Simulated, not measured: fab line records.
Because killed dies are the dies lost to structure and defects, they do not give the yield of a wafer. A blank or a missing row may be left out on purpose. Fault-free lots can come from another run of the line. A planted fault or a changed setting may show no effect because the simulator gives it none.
2 desks, one fault | flow gf180mcu | each desk has only its own numbers; what lay behind them comes last

FOR THE TOOL OWNER'S DESK: litho-track-01
The tool's own readings at GF_V4_SOFTBAKE_10 (time 60 s): means of the sampled wafers that have a number, for each lot that ran on this tool. Any lot whose mean is over 4 standard deviations away from the usual mean is out of limits and marked OUT; that distance is given in the brackets.
Columns: A = heater-power-total-W at GF_V4_SOFTBAKE_10, usual 93.05 W; B = plate-temp-C at GF_V4_SOFTBAKE_10, usual 129.99 C
lot  | first seen here | A               | B
L947 | day 26 18:00    | 93.05           | 130.01
L951 | day 27 23:00    | 91.03 (-32) OUT | 127.83 (-17) OUT
L953 | day 28 14:00    | 90.96 (-33) OUT | 127.63 (-18) OUT
This desk's finding: out of limits on L951, L953; first on L951, day 27 23:00 (heater-power-total-W at GF_V4_SOFTBAKE_10). In limits: L947.

AT THE METROLOGY DESK
What the gauges read for every lot (on any tool): the sampled wafers with a number, averaged. Any lot whose mean is over 4 standard deviations away from the usual mean is out of limits and marked OUT; that distance is given in the brackets.
Columns: A = M4_ALCU_RS at GF_M4_RS_MEAS_05, usual 0.0696 ohm/sq; B = cd-nm at GF_V4_CD_MEAS_14, usual 260.2 nm
lot  | first seen here | A      | B
L939 | day 22 08:59    | 0.0695 | 258.2
L941 | day 22 23:16    | 0.0699 | 260.9
L943 | day 24 03:27    | 0.0694 | 262.2
L944 | day 24 03:28    | 0.0698 | 261.4
L945 | day 24 12:34    | 0.0687 | 260.2
L946 | day 24 22:34    | 0.0694 | 259.1
L947 | day 25 09:44    | 0.0694 | 260.3
L948 | day 25 15:16    | 0.0704 | 261.8
L951 | day 26 17:02    | 0.0695 | 256.1
L953 | day 27 06:41    | 0.0695 | 255.6
L959 | day 28 23:32    | 0.0699 | 259.8
L960 | day 29 03:31    | 0.0688 | 259.7
L962 | day 29 17:10    | 0.0699 | 259.9
This desk's verdict: no lot among the 13 shows anything out of limits.

BROUGHT TOGETHER
On L951, L953, at day 27 23:00, an alarm was possible from the tool owner's desk.
The metrology desk saw nothing out of limits.
The metrology desk holds a record of L951, L953, inside its limits.
The lots listed all ran GF_V4_SOFTBAKE_10 on litho-track-01.

WHAT THE SIMULATOR HAD INSERTED
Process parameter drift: litho-track-01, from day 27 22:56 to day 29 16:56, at GF_V4_SOFTBAKE_10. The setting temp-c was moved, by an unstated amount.
Lots struck among those shown: L951, L953.
Each desk's first reading out of limits, in hours after the fault started: the tool owner's desk, 0.
